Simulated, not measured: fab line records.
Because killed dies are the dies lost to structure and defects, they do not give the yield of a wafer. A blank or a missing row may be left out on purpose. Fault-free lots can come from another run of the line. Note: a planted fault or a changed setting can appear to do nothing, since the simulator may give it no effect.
2 desks, one fault | flow sky130 | each desk has only its own numbers; what lay behind them comes last

## DESK OF THE TOOL OWNER: cmp-01
The tool's own readings at SKY_LI_CONTACT_CMP_02 (polishes PSG): means of the sampled wafers that have a number, for each lot that ran on this tool. The brackets show how far a lot's mean lies from the usual mean; more than 4 standard deviations puts the lot out of limits, marked OUT.
Columns: A = motor_current_A at SKY_LI_CONTACT_CMP_02, usual 11.4 A; B = retaining_ring_pressure_frac at SKY_LI_CONTACT_CMP_02, usual 1.000; C = time_to_endpoint_s at SKY_LI_CONTACT_CMP_02, usual 32.8 s
lot  | first seen here | A    | B     | C
L487 | day 29 01:25    | 11.2 | 0.998 | 30.4
L489 | day 30 11:18    | 11.7 | 1.006 | 29.5
L491 | day 30 15:12    | 11.9 | 1.000 | 30.4
L502 | day 33 20:20    | 11.2 | 0.999 | 32.2
L504 | day 34 14:43    | 12.3 | 1.001 | 32.1
L505 | day 34 19:08    | 11.7 | 0.996 | 30.4
L506 | day 35 06:54    | 11.1 | 0.995 | 31.9
L507 | day 35 10:53    | 11.3 | 0.997 | 31.5
L508 | day 35 12:58    | 11.2 | 0.998 | 34.1
This desk's verdict: no lot among the 9 shows anything out of limits.

## THE METROLOGY DESK
What the gauges read for every lot (on any tool): the sampled wafers with a number, averaged. The brackets show how far a lot's mean lies from the usual mean; more than 4 standard deviations puts the lot out of limits, marked OUT.
Columns: A = VT_ADJUST_HVTP_OVL at SKY_VT_ADJUST_HVTP_OVL_MEAS_08, usual -0.2 nm; B = VT_ADJUST_LVTN_01_OVL at SKY_VT_ADJUST_LVTN_OVL_MEAS_18, usual 0.1 nm; C = LDD_LDN_TW at SKY_LDD_LDN_TW_MEAS_13, usual 1473
lot  | first seen here | A    | B    | C
L486 | day 6 09:17     | -0.5 | -0.8 | 1476
L487 | day 6 16:39     | -0.8 | 1.1  | 1471
L489 | day 7 23:26     | 0.1  | 0.2  | 1478
L491 | day 8 00:02     | -2.3 | -0.9 | 1459
L499 | day 9 22:38     | 0.3  | -1.6 | 1476
L500 | day 10 05:31    | 0.4  | -0.4 | 1468
L501 | day 10 08:19    | -0.1 | 1.0  | 1470
L502 | day 10 15:05    | 0.4  | -0.5 | 1464
L504 | day 11 06:23    | -0.2 | -0.2 | 1490
L505 | day 11 12:00    | 0.3  | 0.3  | 1487
L506 | day 12 00:20    | 0.3  | 1.6  | 1479
L507 | day 12 01:13    | 0.1  | 1.2  | 1481
L508 | day 12 08:10    | 0.4  | 1.0  | 1477
This desk's verdict: no lot among the 13 shows anything out of limits.

## ALL TOGETHER
The tool owner's desk saw nothing out of limits.
Metrology desk: nothing out of limits seen.

## WHAT WAS PUT IN BY THE SIMULATOR
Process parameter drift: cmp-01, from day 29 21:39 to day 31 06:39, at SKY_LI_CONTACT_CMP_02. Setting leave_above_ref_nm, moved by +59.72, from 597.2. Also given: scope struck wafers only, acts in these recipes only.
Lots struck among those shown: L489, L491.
